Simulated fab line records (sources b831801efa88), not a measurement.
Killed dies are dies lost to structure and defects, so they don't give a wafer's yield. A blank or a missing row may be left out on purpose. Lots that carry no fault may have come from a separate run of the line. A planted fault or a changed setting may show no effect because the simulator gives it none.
fab line records | flow sky130
record lots=7 | wafers=21 | last-day=49
route steps=708 shown CAPM@554 METAL3@555 PAD_OPEN@708
lots that met no fault: from a run of the same line without faults
start-h: the number of hours between the record's first day and the start of the first shown wafer of the lot | wait-h: hours since the lot's step before | " same as the row above | L1.1+2: a single row standing in for several wafers | - no value present, or no start provided | * or withheld: withheld | < > ~ a bound
route shown NAME@n: a module of which the file shows steps, and the number in the route of the first | usual: mean/standard deviation of fault-free wafers | same: alike in all rows | chamber/n: place in a boat | sites: each site's reading | _std_site: the standard deviation of these | _edge_site: the outer-site mean with the inner-site mean subtracted | radius-mm: for every site, how far away it sits from the centre of the wafer | mask NAME#n: copy n | behind: the tool/chamber that last shaped the wafer | hold: why the lot was held/for how many hours/how that ended | device: which transistor (n, p or np) failed to switch | end of line: tests of these same wafers at the route's end | a step without rows: its recipe alone | killed: count of dies lost to structure and defects at first sort (not the wafer's yield) | map: shows each die of a wafer: x if killed, . if not, _ if none is there
set.NAME: the setting the step ran with; set.NAME@STEP: the setting that earlier step ran with | model.NAME: the simulator's own value behind a step, which no gauge read
a table for each step, a row for each wafer; lots at some steps of the route
services: the hour from which a tool's chamber was out of use, counted from the record's first day as start-h (under 0 if before that day), plus the number of hours and why
## steps
# step SKY_CAPM_CLEAN_17
# recipe chemistry=O3/DIW | dry=n2-spin
# step SKY_METAL3_DEHYDRATE_05
# recipe temp-c=200 | time-s=60
# step SKY_METAL3_HMDS_06
# recipe prime-time-s=60 | prime-temp-c=120
# step SKY_METAL3_COAT_07
# recipe resist=BARC | temp-c=withheld | time-s=withheld | spin-rpm=3000 | resist-thk-nm=60
# step SKY_METAL3_COAT_08
# recipe resist=KrF-thick | spin-rpm=3000 | resist-thk-nm=1140
# step SKY_METAL3_SOFTBAKE_09
# recipe temp-c=100 | time-s=90 | resist=KrF-thick
# step SKY_METAL3_EXPOSE_10
# recipe mask-id=MM3 | na=0.68 | source-shape=annular | sigma-inner=0.4 | sigma-outer=0.8 | target-cd-nm=300 | dose-mj=28
# step SKY_METAL3_PEB_11
# recipe peb-temp-c=withheld | peb-time-s=withheld | resist=KrF-thick
# step SKY_METAL3_DEVELOP_12
# recipe develop-time-s=60 | resist=KrF-thick | dev-temp-c=21
# step SKY_METAL3_CD_MEAS_13
# recipe target-cd-nm=300
# usual cd-nm=300.6/1.3
lot.wafer | tool      | chamber | start-h | wait-h | cd-nm
L367.4    | cd-sem-02 | -       | 952.75  | -      | 299.9
L367.5    | "         | -       | "       | "      | 301.1
L367.6    | "         | -       | "       | "      | 300.9
L369.3    | cd-sem-01 | -       | 961.19  | -      | 300.7
L369.4    | "         | -       | "       | "      | 300.5
L369.6    | "         | -       | "       | "      | 300.8
L372.1    | cd-sem-02 | -       | 970.89  | -      | 302.6
L372.3    | "         | -       | "       | "      | 302.0
L372.6    | "         | -       | "       | "      | 301.7
L373.3    | cd-sem-02 | -       | 986.89  | -      | 301.1
L373.4    | "         | -       | "       | "      | 301.7
L373.5    | "         | -       | "       | "      | 301.4
L374.3    | cd-sem-01 | -       | 988.08  | -      | 301.7
L374.4    | "         | -       | "       | "      | 300.4
L374.6    | "         | -       | "       | "      | 300.0
L377.3    | cd-sem-01 | -       | 1014.53 | -      | 301.7
L377.4    | "         | -       | "       | "      | 301.2
L377.5    | "         | -       | "       | "      | 301.7
L379.2    | cd-sem-02 | -       | 1034.07 | -      | 296.5
L379.3    | "         | -       | "       | "      | 299.2
L379.4    | "         | -       | "       | "      | 297.4
# step SKY_METAL3_OVL_MEAS_14
# usual METAL3_OVL=-2/5.2
lot.wafer | tool       | chamber | start-h | wait-h | METAL3_OVL[nm]
L367.4    | overlay-02 | -       | 952.83  | 0.1    | 2
L367.5    | "          | -       | "       | "      | 3
L367.6    | "          | -       | "       | "      | -5
L369.3    | overlay-01 | -       | 961.28  | 0.1    | -2
L369.4    | "          | -       | "       | "      | -1
L369.6    | "          | -       | "       | "      | 4
L372.1    | overlay-02 | -       | 971.01  | 0.1    | -2
L372.3    | "          | -       | "       | "      | -8
L372.6    | "          | -       | "       | "      | -5
L373.3    | overlay-02 | -       | 986.98  | 0.1    | 0
L373.4    | "          | -       | "       | "      | -9
L373.5    | "          | -       | "       | "      | 4
L374.3    | overlay-01 | -       | 988.18  | 0.1    | -4
L374.4    | "          | -       | "       | "      | -6
L374.6    | "          | -       | "       | "      | -3
L377.3    | overlay-02 | -       | 1014.63 | 0.1    | 5
L377.4    | "          | -       | "       | "      | 1
L377.5    | "          | -       | "       | "      | 0
L379.2    | overlay-02 | -       | 1034.18 | 0.1    | -7
L379.3    | "          | -       | "       | "      | -5
L379.4    | "          | -       | "       | "      | 1
# step SKY_METAL3_DESCUM_15
# recipe chemistry=O2 | source-power-w=150 | bias-power-w=0 | pressure-mtorr=10 | temp-c=40 | time-s=8
# usual drypump-motor-current-A=6.1/0.35 | he-backside-leak-sccm=3.5/0.32 | oes-product-au=1.000/0.008
lot.wafer | tool         | chamber | start-h | wait-h | drypump-motor-current-A | he-backside-leak-sccm | oes-product-au | rf-hours-counter-h
L367.4    | rie-metal-01 | 1       | 952.86  | 0.0    | 6.4                     | 3.3                   | 1.009          | -
L367.5    | "            | 1       | "       | "      | 6.4                     | 4.6                   | 1.012          | -
L367.6    | "            | 0       | "       | "      | 6.0                     | 3.6                   | 1.002          | -
L369.3    | rie-metal-04 | 1       | 961.31  | 0.0    | 6.5                     | 3.5                   | 1.011          | -
L369.4    | "            | 0       | "       | "      | 6.3                     | 3.5                   | 1.003          | -
L369.6    | "            | 1       | "       | "      | 6.5                     | 3.4                   | 1.000          | -
L372.1    | rie-metal-04 | 1       | 971.05  | 0.0    | 6.5                     | 3.3                   | 1.013          | 12
L372.3    | "            | 1       | "       | "      | 6.5                     | 3.4                   | 1.006          | -
L372.6    | "            | 0       | "       | "      | 6.3                     | 3.4                   | 1.001          | -
L373.3    | rie-metal-04 | 0       | 987.01  | 0.0    | 6.2                     | 3.6                   | 0.986          | -
L373.4    | "            | 1       | "       | "      | 6.5                     | 3.4                   | 0.995          | -
L373.5    | "            | 0       | "       | "      | 6.2                     | 3.6                   | 0.987          | -
L374.3    | rie-metal-04 | 0       | 988.21  | 0.0    | 6.3                     | 3.7                   | 0.993          | -
L374.4    | "            | 1       | "       | "      | 6.5                     | 3.6                   | 0.999          | -
L374.6    | "            | 0       | "       | "      | 6.3                     | 3.6                   | 0.996          | -
L377.3    | rie-metal-03 | 1       | 1014.66 | 0.0    | 5.9                     | 3.4                   | 1.004          | -
L377.4    | "            | 0       | "       | "      | 5.5                     | 3.4                   | 1.008          | -
L377.5    | "            | 0       | "       | "      | 5.5                     | 3.3                   | 0.990          | -
L379.2    | rie-metal-03 | 0       | 1034.22 | 0.0    | 5.5                     | 3.1                   | 0.998          | -
L379.3    | "            | 0       | "       | "      | 5.5                     | 3.0                   | 0.991          | -
L379.4    | "            | 0       | "       | "      | 5.5                     | 3.4                   | 1.000          | -
# step SKY_METAL3_ETCH_16
# recipe chemistry=N2/H2 | target=BARC | ion-energy-ev=200 | bias-w=100 | pressure-mtorr=30 | n2-flow-sccm=100 | h2-flow-sccm=200 | icp-w=500 | stop-on=SiO2 | time-s=88.2 | target-depth-a=600
# usual drypump-motor-current-A=6.1/0.35 | he-backside-leak-sccm=3.5/0.42 | oes-product-au=0.626/0.0047 | throttle-valve-pct=13.204/0.0091
lot.wafer | tool         | chamber | start-h | wait-h | drypump-motor-current-A | he-backside-leak-sccm | oes-product-au | rf-hours-counter-h | throttle-valve-pct | model.KrF-thick_of_METAL3_COAT_08.thk-nm
L367.4    | rie-metal-01 | 1       | 952.91  | 0.0    | 6.4                     | 3.3                   | 0.628          | -                  | 13.200             | 1069
L367.5    | "            | 1       | "       | "      | 6.4                     | 3.4                   | 0.618          | -                  | 13.208             | 1071
L367.6    | "            | 0       | "       | "      | 6.0                     | 3.2                   | 0.625          | -                  | 13.224             | 1071
L369.3    | rie-metal-04 | 1       | 961.37  | 0.0    | 6.5                     | 3.4                   | 0.623          | -                  | 13.194             | 1073
L369.4    | "            | 0       | "       | "      | 6.2                     | 3.7                   | 0.629          | -                  | 13.198             | 1071
L369.6    | "            | 1       | "       | "      | 6.5                     | 3.3                   | 0.621          | -                  | 13.209             | 1070
L372.1    | rie-metal-04 | 1       | 971.08  | 0.0    | 6.5                     | 3.5                   | 0.623          | 12                 | 13.195             | 1079
L372.3    | "            | 1       | "       | "      | 6.5                     | 3.4                   | 0.635          | -                  | 13.201             | 1081
L372.6    | "            | 0       | "       | "      | 6.3                     | 3.6                   | 0.625          | -                  | 13.211             | 1079
L373.3    | rie-metal-04 | 0       | 987.07  | 0.0    | 6.2                     | 3.6                   | 0.621          | -                  | 13.196             | 1078
L373.4    | "            | 1       | "       | "      | 6.5                     | 3.5                   | 0.619          | -                  | 13.200             | 1073
L373.5    | "            | 0       | "       | "      | 6.3                     | 3.6                   | 0.632          | -                  | 13.191             | 1078
L374.3    | rie-metal-04 | 0       | 988.26  | 0.0    | 6.3                     | 3.7                   | 0.630          | -                  | 13.204             | 1081
L374.4    | "            | 1       | "       | "      | 6.5                     | 3.4                   | 0.631          | -                  | 13.183             | 1080
L374.6    | "            | 0       | "       | "      | 6.3                     | 3.5                   | 0.621          | -                  | 13.208             | 1081
L377.3    | rie-metal-03 | 1       | 1014.72 | 0.0    | 5.9                     | 3.4                   | 0.619          | -                  | 13.203             | 1076
L377.4    | "            | 0       | "       | "      | 5.5                     | 3.2                   | 0.628          | -                  | 13.201             | 1076
L377.5    | "            | 0       | "       | "      | 5.5                     | 3.2                   | 0.631          | -                  | 13.198             | 1076
L379.2    | rie-metal-03 | 0       | 1034.31 | 0.1    | 5.5                     | 3.6                   | 0.619          | -                  | 13.192             | 1068
L379.3    | "            | 0       | "       | "      | 5.5                     | 3.2                   | 0.621          | -                  | 13.198             | 1071
L379.4    | "            | 0       | "       | "      | 5.5                     | 3.4                   | 0.628          | -                  | 13.213             | 1072
# step SKY_METAL3_ETCH_17
# recipe target=SiO2 | stop-on=TiN | chemistry=C4F8/O2/Ar | source-w=1500 | bias-w=1200 | pressure-mtorr=40 | c4f8-flow-sccm=withheld | O2_flow_sccm=6 | Ar_flow_sccm=300 | time-s=3.9 | target-depth-a=150
# usual oes-product-au=0.758/0.0068
lot.wafer | tool        | chamber | start-h | wait-h | oes-product-au | rf-hours-counter-h
L367.4    | rie-diel-04 | 3       | 952.98  | 0.0    | 0.757          | 12
L367.5    | "           | 3       | "       | "      | 0.765          | -
L367.6    | "           | 2       | "       | "      | 0.762          | -
L369.3    | rie-diel-02 | 0       | 961.43  | 0.0    | 0.758          | 10
L369.4    | "           | 3       | "       | "      | 0.767          | 13
L369.6    | "           | 1       | "       | "      | 0.767          | -
L372.1    | rie-diel-02 | 0       | 971.18  | 0.1    | 0.749          | 10
L372.3    | "           | 1       | "       | "      | 0.746          | 5
L372.6    | "           | 1       | "       | "      | 0.773          | -
L373.3    | rie-diel-04 | 0       | 987.15  | 0.1    | 0.752          | -
L373.4    | "           | 0       | "       | "      | 0.758          | -
L373.5    | "           | 0       | "       | "      | 0.748          | -
L374.3    | rie-diel-03 | 0       | 988.33  | 0.0    | 0.760          | 16
L374.4    | "           | 2       | "       | "      | 0.764          | 15
L374.6    | "           | 2       | "       | "      | 0.763          | -
L377.3    | rie-diel-04 | 2       | 1014.78 | 0.0    | 0.749          | 14
L377.4    | "           | 1       | "       | "      | 0.761          | -
L377.5    | "           | 0       | "       | "      | 0.765          | -
L379.2    | rie-diel-02 | 1       | 1034.47 | 0.1    | 0.756          | 7
L379.3    | "           | 2       | "       | "      | 0.747          | 9
L379.4    | "           | 1       | "       | "      | 0.757          | -
# step SKY_PAD_OPEN_PROBE_99
# usual killed_at_M0_to_M3=44/7.4 | killed_at_M4_up=3.0/1.6 | killed-at-contacts=24/5 | killed-at-front-end=15/4.6 | killed-at-other=0.4/0.65 | killed-dies=86/9.6 | killed-open=48/7.4 | killed-short=38/6.9
# same gross-dies=492 | killed-at-back-side=0
lot.wafer | tool      | chamber | start-h | wait-h | killed_at_M0_to_M3 | killed_at_M4_up | killed-at-contacts | killed-at-front-end | killed-at-other | killed-dies | killed-open | killed-short | model.etest.licon-pdiff.rc-ohm | model.etest.nfet-g5v0d10v5.r-on-ohm-um | model.etest.nfet_01v8.r-on-ohm-um | model.etest.licon-high-po.rc-ohm | model.etest.licon-ndiff.rc-ohm | model.etest.sonos-uncharged.r-on-ohm-um | model.etest.cap-li-to-poly.c-af-um2 | model.etest.licon-poly.rc-ohm
L367.4    | prober-01 | -       | 1116.76 | 0.2    | 30                 | 1               | 26                 | 8                   | 2               | 67          | 43          | 24           | 591.5                          | 1843                                   | 825.9                             | 338.3                            | 183.3                          | 799.5                                   | 101.3                               | 151.5
L367.5    | prober-01 | -       | 1116.81 | 0.2    | 35                 | 2               | 32                 | 18                  | 0               | 87          | 53          | 34           | 593.2                          | 1825                                   | 816.3                             | 342.8                            | 181.1                          | 801.1                                   | 98.06                               | 150.8
L367.6    | prober-01 | -       | 1116.86 | 0.2    | 35                 | 2               | 28                 | 18                  | 0               | 83          | 53          | 30           | 582.1                          | 1865                                   | 812.6                             | 325.3                            | 179.8                          | 790.6                                   | 98.71                               | 152.6
L369.3    | prober-01 | -       | 1123.87 | 0.2    | 52                 | 3               | 29                 | 22                  | 2               | 108         | 57          | 50           | 594.3                          | 1909                                   | 805.1                             | 357.1                            | 179                            | 827.6                                   | 99.43                               | 150.9
L369.4    | prober-01 | -       | 1123.92 | 0.2    | 38                 | 3               | 25                 | 29                  | 0               | 95          | 48          | 47           | 594                            | 1931                                   | 827.8                             | 353.2                            | 183.8                          | 797.3                                   | 99.61                               | 153.5
L369.6    | prober-01 | -       | 1124.02 | 0.2    | 33                 | 3               | 24                 | 19                  | 1               | 80          | 45          | 35           | 584.5                          | 1912                                   | 838.1                             | 364.4                            | 182.2                          | 802.5                                   | 100.1                               | 153.9
L372.1    | prober-01 | -       | 1132.47 | 0.1    | 49                 | 6               | 27                 | 10                  | 0               | 92          | 49          | 43           | 599.2                          | 1878                                   | 819.9                             | 362.3                            | 180.8                          | 820.6                                   | 99.52                               | 153.5
L372.3    | prober-01 | -       | 1132.57 | 0.2    | 41                 | 5               | 28                 | 12                  | 0               | 86          | 44          | 41           | 595.6                          | 1848                                   | 821.8                             | 355.3                            | 182.9                          | 800.9                                   | 99.78                               | 151.2
L372.6    | prober-01 | -       | 1132.72 | 0.2    | 48                 | 6               | 16                 | 13                  | 0               | 83          | 39          | 44           | 585.7                          | 1862                                   | 805.5                             | 364.8                            | 179.5                          | 804.8                                   | 100.2                               | 151
L373.3    | prober-01 | -       | 1146.01 | 0.2    | 47                 | 1               | 31                 | 15                  | 0               | 94          | 49          | 45           | 670.5                          | 1930                                   | 870.7                             | 402.1                            | 212.1                          | 848                                     | 73.55                               | 174.3
L373.4    | prober-01 | -       | 1146.06 | 0.2    | 41                 | 2               | 32                 | 11                  | 1               | 87          | 38          | 48           | 647.1                          | 1949                                   | 875.8                             | 399.8                            | 212.8                          | 848.7                                   | 73.47                               | 164.1
L373.5    | prober-01 | -       | 1146.11 | 0.2    | 53                 | 3               | 10                 | 11                  | 1               | 78          | 46          | 31           | 670.3                          | 1937                                   | 890.7                             | 379.2                            | 218.7                          | 857.5                                   | 73.62                               | 167.1
L374.3    | prober-02 | -       | 1146.37 | 0.2    | 48                 | 5               | 25                 | 15                  | 0               | 93          | 57          | 36           | 649.5                          | 1930                                   | 875.8                             | 385.7                            | 216.7                          | 834.1                                   | 75.13                               | 168.8
L374.4    | prober-02 | -       | 1146.42 | 0.2    | 36                 | 5               | 24                 | 18                  | 0               | 83          | 47          | 36           | 658.2                          | 1923                                   | 881.2                             | 364.8                            | 213.8                          | 825.7                                   | 75.76                               | 166.8
L374.6    | prober-02 | -       | 1146.52 | 0.2    | 34                 | 2               | 25                 | 16                  | 1               | 78          | 44          | 34           | 650.8                          | 1913                                   | 858.1                             | 375.9                            | 214.4                          | 829.2                                   | 73.69                               | 170
L377.3    | prober-01 | -       | 1168.16 | 0.2    | 48                 | 3               | 25                 | 9                   | 0               | 85          | 49          | 36           | 585.7                          | 1879                                   | 836.2                             | 348.2                            | 180.1                          | 829.9                                   | 97.51                               | 148.2
L377.4    | prober-01 | -       | 1168.21 | 0.2    | 47                 | 1               | 36                 | 5                   | 0               | 89          | 52          | 36           | 565.3                          | 1873                                   | 828.9                             | 360.9                            | 188.2                          | 825.7                                   | 98.34                               | 153.4
L377.5    | prober-01 | -       | 1168.26 | 0.2    | 52                 | 3               | 29                 | 9                   | 1               | 94          | 49          | 42           | 590.8                          | 1861                                   | 829.7                             | 356.7                            | 186.3                          | 837.6                                   | 102.5                               | 152.1
L379.2    | prober-01 | -       | 1185.06 | 0.1    | 38                 | 3               | 16                 | 11                  | 0               | 68          | 34          | 34           | 596.9                          | 1860                                   | 841.5                             | 343.3                            | 182.5                          | 805.6                                   | 98.85                               | 151.6
L379.3    | prober-01 | -       | 1185.11 | 0.2    | 41                 | 4               | 22                 | 18                  | 0               | 85          | 43          | 41           | 571.6                          | 1832                                   | 843.6                             | 344.1                            | 180.6                          | 820                                     | 97.89                               | 152.2
L379.4    | prober-01 | -       | 1185.16 | 0.2    | 38                 | 5               | 33                 | 10                  | 0               | 86          | 43          | 43           | 575.7                          | 1865                                   | 845.8                             | 329.9                            | 179.4                          | 799.6                                   | 98.01                               | 150.9
# killed by level:class
L367.4 CONTACT:geometric-particle:open=10 LI_CONTACT:geometric-particle:open=8 VIA1:geometric-particle:open=8 VIA2:geometric-particle:open=6 LI_CONTACT:geometric-particle:short=5 VIA3:geometric-particle:open=4 FIELD_ISO:geometric-particle:short=3 CONTACT:geometric-particle:short=3
L367.5 CONTACT:geometric-particle:open=17 VIA1:geometric-particle:open=9 METAL2:geometric-particle:short=9 LI_CONTACT:geometric-particle:open=8 VIA2:geometric-particle:open=7 FIELD_ISO:geometric-particle:short=5 FIELD_ISO:geometric-particle:open=4 CONTACT:geometric-particle:short=3
L367.6 CONTACT:geometric-particle:open=14 VIA3:geometric-particle:open=9 FIELD_ISO:geometric-particle:open=6 LI_CONTACT:geometric-particle:open=6 VIA1:geometric-particle:open=6 VIA2:geometric-particle:open=5 POLY_GATE:geometric-particle:open=4 METAL1:geometric-particle:short=4
L369.3 VIA1:geometric-particle:open=14 LI_CONTACT:geometric-particle:open=10 FIELD_ISO:geometric-particle:open=9 VIA1:geometric-particle:short=9 LOCAL_INTERCONNECT:geometric-particle:short=6 CONTACT:geometric-particle:short=6 CONTACT:geometric-particle:open=6 FIELD_ISO:geometric-particle:short=5
L369.4 VIA1:geometric-particle:open=10 CONTACT:geometric-particle:open=9 POLY_GATE:geometric-particle:short=9 FIELD_ISO:geometric-particle:open=7 FIELD_ISO:geometric-particle:short=7 LI_CONTACT:geometric-particle:open=6 METAL1:geometric-particle:short=5 METAL2:geometric-particle:short=5
L369.6 CONTACT:geometric-particle:open=8 FIELD_ISO:geometric-particle:open=7 VIA1:geometric-particle:open=6 FIELD_ISO:geometric-particle:short=5 LI_CONTACT:geometric-particle:open=5 VIA3:geometric-particle:open=5 METAL1:geometric-particle:short=5 LI_CONTACT:geometric-particle:short=4
L372.1 VIA1:geometric-particle:open=12 CONTACT:geometric-particle:open=10 METAL1:geometric-particle:short=9 VIA3:geometric-particle:open=8 LI_CONTACT:geometric-particle:open=5 CONTACT:geometric-particle:short=5 VIA1:geometric-particle:short=5 FIELD_ISO:geometric-particle:short=4
L372.3 CONTACT:geometric-particle:open=14 VIA1:geometric-particle:open=7 VIA2:geometric-particle:open=7 CONTACT:geometric-particle:short=6 POLY_GATE:geometric-particle:short=5 VIA1:geometric-particle:short=5 LI_CONTACT:geometric-particle:open=4 METAL3:geometric-particle:short=4
L372.6 VIA1:geometric-particle:open=10 VIA2:geometric-particle:open=7 VIA3:geometric-particle:open=7 FIELD_ISO:geometric-particle:short=6 CONTACT:geometric-particle:short=6 VIA1:geometric-particle:short=6 METAL4:geometric-particle:short=5 METAL1:geometric-particle:short=5
L373.3 VIA1:geometric-particle:open=11 CONTACT:geometric-particle:short=10 VIA2:geometric-particle:open=9 CONTACT:geometric-particle:open=9 METAL2:geometric-particle:short=7 VIA1:geometric-particle:short=6 LOCAL_INTERCONNECT:geometric-particle:short=5 POLY_GATE:geometric-particle:open=4
L373.4 CONTACT:geometric-particle:short=11 CONTACT:geometric-particle:open=9 LI_CONTACT:geometric-particle:open=6 METAL1:geometric-particle:short=6 VIA3:geometric-particle:open=6 LOCAL_INTERCONNECT:geometric-particle:short=5 VIA1:geometric-particle:open=5 VIA2:geometric-particle:open=5
L373.5 VIA1:geometric-particle:open=13 VIA2:geometric-particle:open=8 VIA3:geometric-particle:open=6 FIELD_ISO:geometric-particle:open=5 CONTACT:geometric-particle:open=5 VIA1:geometric-particle:short=5 FIELD_ISO:geometric-particle:short=4 VIA3:geometric-particle:short=4
L374.3 VIA1:geometric-particle:open=13 CONTACT:geometric-particle:open=11 VIA3:geometric-particle:open=9 VIA2:geometric-particle:open=8 METAL1:geometric-particle:short=5 CONTACT:geometric-particle:short=5 FIELD_ISO:geometric-particle:open=4 FIELD_ISO:geometric-particle:short=3
L374.4 VIA1:geometric-particle:open=10 CONTACT:geometric-particle:open=8 LI_CONTACT:geometric-particle:open=6 VIA2:geometric-particle:short=6 LI_CONTACT:geometric-particle:short=5 SONOS_ONO:geometric-particle:open=4 CONTACT:geometric-particle:short=4 VIA2:geometric-particle:open=4
L374.6 VIA1:geometric-particle:open=11 CONTACT:geometric-particle:open=8 FIELD_ISO:geometric-particle:short=6 LI_CONTACT:geometric-particle:open=5 VIA3:geometric-particle:open=5 POLY_GATE:geometric-particle:open=4 LI_CONTACT:geometric-particle:short=4 LOCAL_INTERCONNECT:geometric-particle:short=4
L377.3 VIA2:geometric-particle:open=10 VIA1:geometric-particle:open=9 CONTACT:geometric-particle:open=8 LI_CONTACT:geometric-particle:open=7 VIA3:geometric-particle:open=6 METAL2:geometric-particle:short=5 VIA1:geometric-particle:short=4 VIA3:geometric-particle:short=4
L377.4 VIA1:geometric-particle:open=16 CONTACT:geometric-particle:open=14 LI_CONTACT:geometric-particle:open=8 METAL1:geometric-particle:short=7 VIA1:geometric-particle:short=6 CONTACT:geometric-particle:short=5 VIA2:geometric-particle:open=5 VIA3:geometric-particle:open=5
L377.5 VIA3:geometric-particle:open=10 CONTACT:geometric-particle:open=10 LI_CONTACT:geometric-particle:open=7 VIA1:geometric-particle:open=7 LOCAL_INTERCONNECT:geometric-particle:short=6 VIA2:geometric-particle:open=6 METAL1:geometric-particle:short=5 VIA1:geometric-particle:short=5
L379.2 VIA1:geometric-particle:open=11 METAL2:geometric-particle:short=7 LOCAL_INTERCONNECT:geometric-particle:short=5 VIA3:geometric-particle:open=5 FIELD_ISO:geometric-particle:short=4 LI_CONTACT:geometric-particle:open=4 VIA3:geometric-particle:short=3 CONTACT:geometric-particle:open=3
L379.3 VIA1:geometric-particle:open=11 METAL2:geometric-particle:short=9 CONTACT:geometric-particle:open=7 FIELD_ISO:geometric-particle:open=6 LOCAL_INTERCONNECT:geometric-particle:short=6 LI_CONTACT:geometric-particle:short=4 VIA2:geometric-particle:open=4 VIA3:geometric-particle:open=4
L379.4 CONTACT:geometric-particle:open=10 LI_CONTACT:geometric-particle:open=9 VIA1:geometric-particle:open=8 METAL2:geometric-particle:short=7 LOCAL_INTERCONNECT:geometric-particle:short=6 CONTACT:geometric-particle:short=6 FIELD_ISO:geometric-particle:open=5 METAL1:geometric-particle:short=5
## services
tool         | chamber | start-h | hours | kind
rie-metal-04 | -       | 938.96  | 0.5   | repair
rie-metal-03 | -       | 947.65  | 15.6  | pm
rie-diel-04  | -       | 957.40  | 1.7   | repair
rie-diel-04  | 2       | 971.71  | 29.8  | repair
rie-diel-03  | 0       | 978.28  | 4.3   | repair
rie-diel-04  | 3       | 982.00  | 45.3  | repair
rie-diel-04  | 1       | 985.02  | 5.1   | repair
rie-metal-01 | 1       | 1002.47 | -     | clean
rie-metal-01 | 1       | 1002.47 | 20.2  | scheduled-down
rie-metal-01 | 1       | 1002.47 | 20.2  | vent-cycle
rie-diel-02  | -       | 1004.56 | 0.9   | repair
rie-diel-02  | -       | 1010.27 | 1.0   | repair
rie-diel-02  | 0       | 1023.55 | 8.7   | repair
rie-diel-02  | 3       | 1026.15 | 3.9   | repair
rie-diel-02  | 1       | 1028.50 | 1.7   | repair
rie-diel-02  | 3       | 1031.20 | 9.1   | repair
rie-metal-03 | 1       | 1032.42 | 8.9   | repair
## key
first-sign none at tools or gauges
model-effect step=SKY_METAL3_ETCH_16 | value=KrF-thick_of_METAL3_COAT_08.thk-nm | without=1073 | struck=1079
model-effect step=SKY_PAD_OPEN_PROBE_99 | value=etest.licon-pdiff.rc-ohm | without=588 | struck=636.3
met-at SKY_METAL3_ETCH_16
struck-wafers L372.1,L372.3,L372.6,L373.3,L373.4,L373.5,L374.3,L374.4,L374.6
tester-left-out L373,L374
onset-between 961.37 971.08
also-fits SKY_METAL3_DESCUM_15:rie-metal-04
earlier-fault kind=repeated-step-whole | tool=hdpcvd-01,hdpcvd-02 | chamber=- | onset-h=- | steps=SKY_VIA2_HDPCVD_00 | times=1 | scope=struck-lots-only
earlier-fault kind=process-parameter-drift | tool=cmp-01 | chamber=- | onset-h=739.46 | steps=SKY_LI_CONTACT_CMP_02 | channel=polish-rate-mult | offset=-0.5 | shape=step | end-h=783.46
fault kind=process-parameter-drift | tool=rie-metal-04 | chamber=- | onset-h=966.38 | steps=SKY_METAL3_ETCH_16 | channel=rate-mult | offset=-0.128 | shape=step
# tester-left-out: of these lots the tester's yield and bins aren't shown, on N5 and GAA mostly nor the transistor test; their killed dies are dies lost to structure and defects alone, not to doping, threshold or leakage, so they don't give the yield
